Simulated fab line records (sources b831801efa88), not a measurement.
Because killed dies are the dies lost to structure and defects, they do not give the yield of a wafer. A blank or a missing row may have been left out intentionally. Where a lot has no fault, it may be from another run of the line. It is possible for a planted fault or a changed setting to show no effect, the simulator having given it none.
Which tool was responsible?	flow sky130	41 wafers from 14 lots sampled at 2 of the route's 708 steps

WHAT EACH GAUGE READ, for each wafer
Not one reading of a measure or inspect step in the record can be checked against a usual standard deviation.

TOOL THAT RAN EACH LOT (tool first, then ch and the chambers of the sampled wafers, then the start)
lot	SKY_METAL4_ETCH_16	SKY_PAD_OPEN_PROBE_99
L827	rie_metal-04 ch 0,1, day 41 19:25	prober-02, day 45 19:07
L829	rie_metal-03 ch 1, day 42 05:53	prober-02, day 46 04:35
L830	rie_metal-03 ch 1, day 42 11:52	prober-01, day 46 10:19
L833	rie_metal-02 ch 0, day 44 07:59	prober-02, day 48 00:28
L834	rie_metal-03 ch 0, day 44 10:37	prober-01, day 48 02:50
L835	rie_metal-04 ch 0,1, day 44 14:33	prober-02, day 48 06:17
L838	rie_metal-04 ch 0,1, day 45 02:32	prober-01, day 48 16:29
L836	rie_metal-02 ch 0, day 45 04:26	prober-02, day 48 17:58
L837	rie_metal-02 ch 0,1, day 45 05:48	prober-01, day 48 19:04
L839	rie_metal-03 ch 0, day 45 10:12	prober-02, day 49 00:23
L841	rie_metal-03 ch 0, day 45 21:11	prober-02, day 49 10:47
L846	rie_metal-04 ch 0,1, day 46 23:18	prober-01, day 50 07:22
L848	rie_metal-03 ch 0,1, day 47 15:20	prober-02, day 50 21:55
L850	rie_metal-04 ch 0,1, day 47 19:27	prober-01, day 50 23:32
- SKY_METAL4_ETCH_16: etches BARC in N2/H2, stops on SiO2, time 88.2 s, target depth 60 nm.
- SKY_PAD_OPEN_PROBE_99

WHAT THE TOOLS THEMSELVES READ (means of the sampled wafers that have a number; where no wafer has one, the mark that the record gives instead)
SKY_METAL4_ETCH_16.
lot	tool	drypump_motor_current_A (A)	oes_product_au (a.u.)	run_length_s (s)	throttle_valve_pct (%)
L827	rie_metal-04	5.9	0.627	116.3	13.205
L829	rie_metal-03	5.4	0.628	116.8	13.202
L830	rie_metal-03	5.4	0.625	116.5	13.198
L833	rie_metal-02	6.0	0.629	116.5	13.199
L834	rie_metal-03	5.3	0.632	119.3	13.202
L835	rie_metal-04	5.8	0.626	116.7	13.201
L838	rie_metal-04	5.9	0.626	116.9	13.207
L836	rie_metal-02	6.0	0.624	116.6	13.214
L837	rie_metal-02	6.3	0.627	116.4	13.205
L839	rie_metal-03	5.3	0.624	116.4	13.199
L841	rie_metal-03	5.3	0.645	112.6	13.207
L846	rie_metal-04	5.9	0.622	116.7	13.190
L848	rie_metal-03	5.3	0.645	112.7	13.210
L850	rie_metal-04	5.8	0.628	119.9	13.209

SKY_PAD_OPEN_PROBE_99.
lot	tool	defect_limited_yield (%)	killed_at_M0_to_M3	killed_at_M4_up	killed_at_contacts	killed_at_front_end	killed_at_other	killed_dies	killed_open	killed_short	sort_bin_3_pad_short (%)	sort_bin_5_function (%)	sort_bin_6_memory (%)	sort_n_pass	sort_yield_pct (%)
L827	prober-02	82.2	37	4.3	30	17	0.0	88	51	37	0.7	10.7	6.5	404	82.2
L829	prober-02	82.5	43	1.7	19	21	0.3	86	43	43	1.2	10.5	5.8	406	82.5
L830	prober-01	82.9	48	3.7	22	11	0.0	84	49	35	0.9	9.8	6.4	408	82.9
L833	prober-02	83.7	46	3.3	21	10	0.3	80	47	33	0.7	9.2	6.4	412	83.7
L834	prober-01	83.5	42	2.3	26	11	0.3	81	47	34	0.7	9.8	6.0	411	83.5
L835	prober-02	85.1	35	3.3	20	15	0.0	73	37	36	0.8	8.6	5.5	419	85.1
L838	prober-01	82.9	44	3.7	20	16	0.3	84	46	38	0.6	10.2	6.2	408	82.9
L836	prober-02	84.1	41	3.0	22	12	0.3	78	41	37	0.7	9.7	5.4	414	84.1
L837	prober-01	83.9	39	3.7	22	14	0.7	79	46	34	0.4	9.7	6.0	413	83.9
L839	prober-02	81.9	46	3.7	20	19	0.3	89	46	43	1.1	9.7	7.2	403	81.9
L841	prober-02	82.7	41	2.7	24	17	0.7	85	50	36	0.7	10.7	5.9	407	82.7
L846	prober-01	81.0	49	4.0	25	14	0.3	93	47	47	1.3	10.7	6.9	399	81.0
L848	prober-02	83.1	38	3.5	25	16	0.0	83	45	38	0.9	9.7	6.3	409	83.1
L850	prober-01	80.2	53	3.0	27	14	0.0	98	54	44	1.0	12.5	6.4	394	80.2

THE ANSWER, worked out from the rows above alone
Rule: usual is defined by the lots themselves. Put in order of their means at a reading, lots are off if they are a third of the lots or fewer, leave a main group of 4 or more, and stand apart from it by a gap of 3 or more times the standard deviation of the main group's means; of several such gaps the widest counts. The tables above print the reading to a certain number of digits; a main group whose means all agree to those digits is not used. Also off: a lot with no number at a reading for which 4 or more lots have one. The other lots that the step has rows for count as sound. Order of review: gauges by route order, followed by the tools' own readings, for which a lot's mean as printed above is used. The first step at which some lot is off is used, and at that step the reading that is off furthest; a lot without a number counts as furthest.
Off at SKY_METAL4_ETCH_16 (oes_product_au): L841, L848. The main group has a mean of 0.627 a.u. with a standard deviation of 0.0025.
If a tool, at that step or one of the process steps before it, ran each lot that is off and ran no sound lot following the first of them, it fits. One fits: rie_metal-03 at SKY_METAL4_ETCH_16. Its last sound lot is L839 (day 45 10:12), its first lot that is off L841 (day 45 21:11): a fault that began between those two fits.
On the lots that are off, the tool's own readings at SKY_METAL4_ETCH_16 differ by more than 5 times the standard deviation of the sound lots' means, which bears it out; oes_product_au reads 0.645 a.u. there versus 0.627 a.u. on the sound lots.

WHAT HAD BEEN PUT IN BY THE SIMULATOR
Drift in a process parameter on rie_metal-03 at SKY_METAL4_ETCH_16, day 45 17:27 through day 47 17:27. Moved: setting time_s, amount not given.
Struck lots among those shown: L841, L848. The rule above found the same.
